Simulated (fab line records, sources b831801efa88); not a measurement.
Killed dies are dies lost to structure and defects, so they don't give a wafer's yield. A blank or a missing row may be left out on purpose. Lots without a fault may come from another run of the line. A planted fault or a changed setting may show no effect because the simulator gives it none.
fab line records | flow gf180mcu
record lots=12 wafers=36 last_day=34
route steps=602 shown STI@24 CONTACT@305 M1@330 V1@337
lots that met no fault: from a run of the same line without faults
start_h: hours from the record's first day to the start of the lot's first wafer shown | wait_h: hours since the lot's step before | " the same as in the row above | L1.1+2: a row that stands for several wafers | - no value, or no start given | * or withheld: withheld | < > ~ a bound
route shown NAME@n: a module of which the file shows steps, and the number in the route of the first | usual: mean/standard deviation of fault-free wafers | same: alike in all rows | chamber/n: place in a boat | sites: the reading at each site | _std_site: their standard deviation | _edge_site: outer sites' mean less inner sites' | radius_mm: how far each site lies from the wafer's centre | mask NAME#n: copy n | behind: the tool/chamber that last shaped the wafer | hold: why the lot was held/for how many hours/how that ended | device: the transistor (n, p or np) that didn't switch | end of line: the same wafers' tests at the end of the route | a step without rows: its recipe alone | killed: dies lost to structure and defects at the first sort, not the wafer's yield | map: a wafer's dies, x killed, . not, _ none there
set.NAME: the setting as run; set.NAME@STEP: as run at that earlier step | model.NAME: the simulator's own value behind a step, which no gauge read
steps of the route over a sample of lots; a table a step, a row a wafer
services: from which hour (start_h, from the record's first day; less than 0 if before it) a tool's chamber was out of use, for how many hours, and why
## steps
# step GF_STI_CVD_23
# recipe material=SiO2 target_thk_nm=650 sigma_open_frac=0.3 time_s=108.3 temp_c=600 sih4_flow_sccm=60 pressure_mtorr=6
# usual sih4_flow_sccm=59.97/0.15
# columns lot.wafer tool chamber start_h wait_h sih4_flow_sccm
L488.1 hdpcvd-02 0 39.42 0.1 59.73
L488.3 " 2 " " 60.07
L488.5 " 2 " " 59.79
L490.3 hdpcvd-01 0 48.95 0.0 59.93
L490.5 " 1 " " 59.92
L490.6 " 0 " " 59.97
L491.2 hdpcvd-02 1 53.87 0.0 59.78
L491.4 " 0 " " 59.63
L491.6 " 2 " " 60.10
L492.3 hdpcvd-02 2 58.29 0.0 59.79
L492.5 " 1 " " 60.05
L492.6 " 2 " " 59.90
L493.2 hdpcvd-01 1 64.42 0.0 60.08
L493.3 " 2 " " 60.19
L493.6 " 0 " " 60.32
L494.1 hdpcvd-02 2 69.15 0.1 59.79
L494.2 " 1 " " 60.18
L494.5 " 2 " " 59.97
L496.1 hdpcvd-02 0 78.66 0.1 59.76
L496.3 " 2 " " 59.99
L496.5 " 1 " " 60.14
L497.1 hdpcvd-02 1 83.95 0.1 59.86
L497.3 " 2 " " 59.93
L497.5 " 1 " " 59.90
L499.2 hdpcvd-02 2 94.28 0.0 60.00
L499.4 " 0 " " 60.06
L499.6 " 2 " " 59.90
L503.3 hdpcvd-02 0 114.73 0.0 59.90
L503.5 " 0 " " 59.95
L503.6 " 1 " " 60.06
L505.2 hdpcvd-02 0 125.55 0.0 60.05
L505.3 " 2 " " 59.96
L505.4 " 1 " " 59.91
L508.1 hdpcvd-02 2 144.26 0.1 60.09
L508.4 " 0 " " 47.63
L508.6 " 2 " " 59.93
# step GF_STI_THK_MEAS_24
# recipe reads=SiO2_of_STI_CVD_23
# usual STI_CVD_23_THK=651/6.7
# columns lot.wafer tool chamber start_h wait_h hold STI_CVD_23_THK[nm]
L488.1 film_metro-03 - 39.49 0.0 - 647
L488.3 " - " " - 660
L488.5 " - " " - 649
L490.3 film_metro-01 - 49.04 0.1 - 653
L490.5 " - " " - 653
L490.6 " - " " - 649
L491.2 film_metro-01 - 53.96 0.0 - 658
L491.4 " - " " - 656
L491.6 " - " " - 658
L492.3 film_metro-01 - 58.39 0.1 - 649
L492.5 " - " " - 667
L492.6 " - " " - 653
L493.2 film_metro-03 - 64.51 0.0 - 659
L493.3 " - " " - 654
L493.6 " - " " - 651
L494.1 film_metro-02 - 69.22 0.0 - 647
L494.2 " - " " - 657
L494.5 " - " " - 649
L496.1 film_metro-02 - 78.73 0.0 - 654
L496.3 " - " " - 647
L496.5 " - " " - 664
L497.1 film_metro-01 - 84.03 0.0 - 642
L497.3 " - " " - 642
L497.5 " - " " - 639
L499.2 film_metro-01 - 94.36 0.0 - 644
L499.4 " - " " - 648
L499.6 " - " " - 653
L503.3 film_metro-03 - 114.82 0.1 - 652
L503.5 " - " " - 657
L503.6 " - " " - 658
L505.2 film_metro-02 - 125.63 0.0 - 646
L505.3 " - " " - 657
L505.4 " - " " - 658
L508.1 film_metro-01 - 144.33 0.0 await_dispo/0.2h/release 641
L508.4 " - " " await_dispo/0.2h/release 517
L508.6 " - " " await_dispo/0.2h/release 644
L508.1 film_metro-01 - 144.56 0.2 - 641
L508.4 " - " " - 517
L508.6 " - " " - 643
# step GF_STI_CMP_25
# recipe stop_on=Si3N4 t_overpolish_s=33 down_force_psi=4 platen_rpm=60 target_thk_nm=524.6 pad_velocity_m_s=0.94248
# usual motor_current_A=11.6/1.2 slurry_flow_ml_min=150.0/0.5 time_to_endpoint_s=124/4.6
# columns lot.wafer tool chamber start_h wait_h hold motor_current_A slurry_flow_ml_min time_to_endpoint_s
L488.3 cmp-01 2 39.60 0.1 - 11.0 149.5 130
L488.1 " 0 " " - 11.2 149.2 126
L488.5 " 1 " " - 11.5 149.7 125
L490.3 cmp-01 0 49.08 0.0 - 11.3 150.5 124
L490.6 " 0 " " - 11.8 150.1 119
L490.5 " 1 " " - 11.5 149.7 123
L491.2 cmp-01 2 54.01 0.0 - 11.1 150.5 132
L491.4 " 1 " " - 11.6 149.2 127
L491.6 " 3 " " - 10.4 149.8 119
L492.3 cmp-01 1 58.48 0.1 - 11.3 149.3 129
L492.6 " 0 " " - 11.6 150.2 133
L492.5 " 1 " " - 11.2 150.1 131
L493.3 cmp-01 3 64.66 0.1 - 10.1 150.8 118
L493.2 " 0 " " - 11.4 149.7 128
L493.6 " 2 " " - 10.8 150.8 128
L494.2 cmp-01 2 69.33 0.1 - 10.9 149.4 131
L494.1 " 0 " " - 10.0 149.9 122
L494.5 " 1 " " - 11.6 151.4 120
L496.3 cmp-01 3 78.84 0.1 - 9.7 150.4 117
L496.1 " 0 " " - 10.6 149.2 129
L496.5 " 2 " " - 11.1 150.7 138
L497.1 cmp-02 1 84.14 0.1 - 12.6 149.8 126
L497.3 " 3 " " - 11.8 148.9 123
L497.5 " 0 " " - 12.3 150.7 124
L499.2 cmp-02 0 94.46 0.1 - 11.4 150.2 115
L499.4 " 2 " " - 14.0 149.9 119
L499.6 " 3 " " - 12.1 149.4 119
L503.3 cmp-02 1 115.04 0.2 - 11.5 149.4 127
L503.6 " 2 " " - 13.8 149.7 128
L503.5 " 3 " " - 12.5 150.3 122
L505.2 cmp-01 0 126.00 0.4 - 11.0 150.1 127
L505.3 " 1 " " - 11.4 150.3 124
L505.4 " 2 " " - 11.0 149.5 137
L508.4 cmp-01 0 147.63 3.0 await_dispo/2.1h/release 10.8 149.5 98
L508.1 " 1 " " await_dispo/2.1h/release 11.5 150.1 121
L508.6 " 0 " " await_dispo/2.1h/release 10.7 149.8 121
# step GF_CONTACT_STRIP_18
# recipe chemistry=O2/N2 power_w=1400 pressure_mtorr=1500 platen_temp_c=250 o2_flow_sccm=3000 n2_flow_sccm=300 overash_fraction=0.5
# usual drypump_motor_current_A=5.8/0.38 heater_power_w=326/25 n2_flow_sccm=300.0/0.95 oes_product_au=0.580/0.005
# columns lot.wafer tool chamber start_h wait_h drypump_motor_current_A heater_power_w n2_flow_sccm oes_product_au rf_hours_counter_h
L488.1 plasma_asher-03 0 386.85 - 5.8 317 300.2 0.584 25
L488.3 " 0 " " 5.8 325 301.2 0.573 -
L488.5 " 1 " " 5.5 331 299.0 0.579 -
L490.3 plasma_asher-04 1 404.69 - 5.8 273 301.1 0.587 -
L490.5 " 1 " " 5.8 284 300.2 0.576 -
L490.6 " 0 " " 5.2 322 299.3 0.580 -
L491.2 plasma_asher-03 0 410.22 - 5.8 327 300.3 0.578 28
L491.4 " 0 " " 5.8 330 300.5 0.582 -
L491.6 " 1 " " 5.5 350 299.6 0.581 -
L492.3 plasma_asher-03 0 421.88 - 5.8 317 300.3 0.585 -
L492.5 " 1 " " 5.6 332 299.4 0.579 -
L492.6 " 0 " " 5.8 323 300.6 0.583 -
L493.2 plasma_asher-04 1 428.92 - 5.8 279 301.2 0.579 84
L493.3 " 1 " " 5.8 271 300.7 0.586 -
L493.6 " 1 " " 5.8 276 301.0 0.584 -
L494.1 plasma_asher-03 0 435.50 - 5.8 311 299.5 0.579 31
L494.2 " 1 " " 5.6 348 298.1 0.577 31
L494.5 " 1 " " 5.6 356 300.6 0.575 -
L496.1 plasma_asher-01 1 454.47 - 5.8 309 301.2 0.582 2
L496.3 " 1 " " 5.8 315 299.4 0.572 -
L496.5 " 1 " " 5.8 309 300.1 0.572 -
L497.1 plasma_asher-03 1 459.37 - 5.6 330 299.3 0.585 33
L497.3 " 0 " " 5.8 320 299.2 0.581 -
L497.5 " 0 " " 5.8 319 299.8 0.568 -
L499.2 plasma_asher-01 1 479.75 - 5.9 317 298.4 0.573 5
L499.4 " 0 " " 6.5 356 299.2 0.577 -
L499.6 " 0 " " 6.5 369 299.4 0.581 -
L503.3 plasma_asher-01 1 514.99 - 5.9 316 299.6 0.580 -
L503.5 " 0 " " 6.5 357 301.6 0.585 -
L503.6 " 1 " " 5.8 310 299.5 0.578 -
L505.2 plasma_asher-03 1 530.30 - 5.6 342 299.7 0.582 42
L505.3 " 0 " " 5.8 321 300.5 0.581 -
L505.4 " 1 " " 5.6 340 301.3 0.587 -
L508.1 plasma_asher-04 0 561.60 - 5.2 319 299.4 0.586 97
L508.4 " 1 " " 5.8 266 300.6 0.572 -
L508.6 " 1 " " 5.8 279 300.1 0.580 -
# step GF_M1_OVL_MEAS_15
# usual M1_OVL=0/4.7
# columns lot.wafer tool chamber start_h wait_h M1_OVL[nm]
L488.1 overlay-02 - 411.67 0.1 4
L488.3 " - " " 4
L488.5 " - " " 3
L490.3 overlay-02 - 430.44 0.1 3
L490.5 " - " " 4
L490.6 " - " " 5
L491.2 overlay-01 - 434.93 0.1 -2
L491.4 " - " " -3
L491.6 " - " " -5
L492.3 overlay-02 - 446.84 0.1 -2
L492.5 " - " " -3
L492.6 " - " " -5
L493.2 overlay-02 - 454.62 0.1 2
L493.3 " - " " 3
L493.6 " - " " 9
L494.1 overlay-02 - 461.30 0.1 1
L494.2 " - " " 4
L494.5 " - " " -1
L496.1 overlay-02 - 479.90 0.1 0
L496.3 " - " " 1
L496.5 " - " " -1
L497.1 overlay-02 - 485.12 0.1 4
L497.3 " - " " 8
L497.5 " - " " 3
L499.2 overlay-01 - 504.33 0.1 -3
L499.4 " - " " -2
L499.6 " - " " -7
L503.3 overlay-01 - 539.16 0.1 -10
L503.5 " - " " -9
L503.6 " - " " 0
L505.2 overlay-01 - 554.37 0.1 4
L505.3 " - " " -2
L505.4 " - " " 3
L508.1 overlay-01 - 584.45 0.1 -2
L508.4 " - " " 2
L508.6 " - " " -3
# step GF_V1_CVD_02
# recipe material=SiO2 target_thk_nm=850 precursor=TEOS temp_c=400 time_s=94.851 rf_w=600
# usual heater_power_w=597/97
# columns lot.wafer tool chamber start_h wait_h heater_power_w
L488.1 pecvd-03 0 412.51 0.1 550
L488.3 " 2 " " 426
L488.5 " 1 " " 670
L490.3 pecvd-03 0 431.32 0.0 630
L490.5 " 1 " " 686
L490.6 " 0 " " 529
L491.2 pecvd-02 1 435.79 0.0 654
L491.4 " 0 " " 647
L491.6 " 2 " " 392
L492.3 pecvd-03 1 447.65 0.0 631
L492.5 " 1 " " 677
L492.6 " 2 " " 399
L493.2 pecvd-03 2 455.45 0.0 495
L493.3 " 1 " " 642
L493.6 " 0 " " 648
L494.1 pecvd-03 0 462.17 0.1 620
L494.2 " 2 " " 498
L494.5 " 2 " " 523
L496.1 pecvd-03 0 480.73 0.1 592
L496.3 " 1 " " 555
L496.5 " 0 " " 664
L497.1 pecvd-02 1 485.95 0.1 588
L497.3 " 0 " " 796
L497.5 " 1 " " 630
L499.2 pecvd-04 0 505.15 0.0 620
L499.4 " 1 " " 620
L499.6 " 0 " " 672
L503.3 pecvd-02 2 539.99 0.0 508
L503.5 " 2 " " 402
L503.6 " 1 " " 536
L505.2 pecvd-03 0 555.20 0.0 580
L505.3 " 1 " " 639
L505.4 " 2 " " 473
L508.1 pecvd-02 0 585.75 0.1 668
L508.4 " 0 " " 724
L508.6 " 1 " " 639
## services
# columns tool chamber start_h hours kind
pecvd-03 - 19.38 5.5 pm
cmp-01 - 48.31 0.5 repair
hdpcvd-02 - 72.13 2.8 pm
hdpcvd-02 - 86.05 1.9 repair
cmp-01 - 91.01 7.4 pm
cmp-01 - 113.51 4.1 repair
pecvd-03 0 179.08 3.6 repair
pecvd-03 - 198.20 1.8 repair
pecvd-03 - 199.92 1.7 repair
pecvd-03 1 205.96 2.1 repair
cmp-01 - 208.11 1.2 repair
cmp-01 - 224.20 4.6 pm
cmp-01 - 232.11 4.0 pm
pecvd-03 - 329.23 2.8 pm
cmp-01 - 373.65 2.5 repair
cmp-01 - 391.69 1.0 repair
hdpcvd-02 2 406.44 3.6 repair
hdpcvd-02 - 446.77 2.4 repair
cmp-01 - 460.01 7.6 pm
cmp-01 - 472.18 5.2 repair
cmp-01 - 504.32 4.2 repair
hdpcvd-02 - 539.25 15.0 pm
hdpcvd-02 1 563.57 7.1 repair
cmp-01 - 572.11 4.0 pm
## key
first_sign step=GF_STI_CVD_23 reading=sih4_flow_sccm direction=down sigmas=80 usual=59.97 struck=47.63
effect step=GF_STI_THK_MEAS_24 reading=visit direction=added
effect step=GF_STI_THK_MEAS_24 reading=STI_CVD_23_THK direction=down sigmas=20 usual=651 struck=517
effect step=GF_STI_CMP_25 reading=time_to_endpoint_s direction=down sigmas=5.8 usual=* struck=*
met_at GF_STI_CVD_23
struck_lots L508
struck_wafers L508.4
tester_left_out L508
not_acting_at GF_CONTACT_STRIP_18,GF_M1_OVL_MEAS_15,GF_V1_CVD_02
onset_between 125.55 144.26
fault kind=process_parameter_drift tool=hdpcvd-02 chamber=0 onset_h=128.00 steps=GF_STI_CVD_23 channel=sih4_flow_sccm offset=-12 shape=step end_h=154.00 acts_in=these_recipes_only stated=60
# tester_left_out: of these lots the tester's yield and bins aren't shown, on N5 and GAA mostly nor the transistor test; their killed dies are dies lost to structure and defects alone, not to doping, threshold or leakage, so they don't give the yield
